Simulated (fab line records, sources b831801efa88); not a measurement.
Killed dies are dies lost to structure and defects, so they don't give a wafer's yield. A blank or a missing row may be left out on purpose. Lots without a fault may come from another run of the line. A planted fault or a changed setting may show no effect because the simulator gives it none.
Which tool did it? | flow gf180mcu | 7 lots, 20 wafers sampled, at 2 steps of a route of 602

WHAT THE GAUGES READ, wafer by wafer
GF_HV_LDD_TW_MEAS_11.
lot  | measured     | on            | HV_LDD_TW
L638 | day 10 06:40 | film_metro-04 | 2412 2399 2406
L640 | day 10 22:01 | film_metro-01 | 2456 2458 2466
L644 | day 12 04:19 | film_metro-01 | 2454 2447
L646 | day 12 20:07 | film_metro-04 | 2267 2269 2275
L656 | day 15 22:25 | film_metro-04 | 2414 2427 2422
L658 | day 16 15:22 | film_metro-01 | 2421 2440 2430
L660 | day 17 09:25 | film_metro-01 | 2441 2447 2458

WHICH TOOL RAN EACH LOT (tool, then ch and the chambers of the sampled wafers, then the start)
lot  | GF_HV_LDD_IMPLANT_09
L638 | implanter-02 ch 0, day 10 06:25
L640 | implanter-03 ch 0, day 10 21:46
L644 | implanter-02 ch 0, day 12 04:04
L646 | implanter-03 ch 0, day 12 19:52
L656 | implanter-02 ch 0, day 15 22:10
L658 | implanter-02 ch 0, day 16 15:07
L660 | implanter-03 ch 0, day 17 09:10
- GF_HV_LDD_IMPLANT_09

THE ANSWER, worked out from the rows above alone
Rule: what is usual is taken from the lots themselves. Put in order of their means at a reading, lots are off if they are a third of the lots or fewer, leave a main group of 4 or more, and stand apart from it by a gap of 3 or more times the standard deviation of the main group's means; of several such gaps the widest counts. A main group whose means are all the same, to the digits that the tables above print for the reading, isn't used. A lot without any number at a reading at which 4 lots or more have one is off too. The other lots that the step has rows for count as sound.
Off: L646, at GF_HV_LDD_TW_MEAS_11 (HV_LDD_TW). The main group: mean 2436, standard deviation 19.
A tool fits if, at a process step before that reading, it ran every lot that is off, and no sound lot after the first of them. The gauges at GF_HV_LDD_TW_MEAS_11 are tried like those tools. None of those tried fits.

WHAT THE SIMULATOR HAD PUT IN
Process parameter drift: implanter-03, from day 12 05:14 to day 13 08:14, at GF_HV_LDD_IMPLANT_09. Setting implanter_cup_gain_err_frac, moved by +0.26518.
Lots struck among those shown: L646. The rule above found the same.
